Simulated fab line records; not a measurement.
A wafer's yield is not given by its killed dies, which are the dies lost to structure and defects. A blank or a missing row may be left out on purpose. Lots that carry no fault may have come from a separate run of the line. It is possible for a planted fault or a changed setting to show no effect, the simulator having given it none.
Matching of chambers + flow gf180mcu + GF_V3_ETCH_16 on rie-diel-04 has 4 sister chambers
The step etches BARC in N2/H2. 4 wafers are shown with their chamber, then 7 later ones without.

EACH WAFER AND ITS CHAMBER
| wafer  | chamber | drypump-motor-current-A (A) |
|--------|---------|-----------------------------|
| L258.1 | 2       | 5.2                         |
| L258.6 | 0       | 5.0                         |
| L268.1 | 3       | 5.4                         |
| L268.2 | 1       | 5.8                         |

WAFERS MISSING THEIR CHAMBER
| wafer  | drypump-motor-current-A (A) |
|--------|-----------------------------|
| L268.4 | 5.1                         |
| L270.1 | 5.7                         |
| L270.5 | 5.4                         |
| L270.6 | 5.2                         |
| L273.2 | 5.4                         |
| L273.3 | 5.2                         |
| L273.5 | 5.1                         |

WHICH CHAMBER EACH ONE RAN IN
| wafer  | from the rows above     | in truth |
|--------|-------------------------|----------|
| L268.4 | can't be placed: 0 or 2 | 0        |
| L270.1 | 1                       | 1        |
| L270.5 | 3                       | 3        |
| L270.6 | 2                       | 2        |
| L273.2 | 3                       | 3        |
| L273.3 | 2                       | 2        |
| L273.5 | can't be placed: 0 or 2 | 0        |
Correct placement for 5 of the 7. Can't be placed from these rows: 2 (the true chamber is among the candidates in 2). Number placed wrongly: 0.
How it was worked out, from the rows above alone: a wafer's distance from a chamber is the root of the sum, over the readings, of the square of ((its reading less the chamber's mean) divided by the reading's scatter). The wafer belongs to the nearest chamber; if the next one is less than 2 further off, it can't be placed. A chamber's mean is the mean of its shown wafers. The scatter (one wafer shown for each chamber): square how far every hidden wafer sits from the nearest shown wafer, average those squares and take the square root.
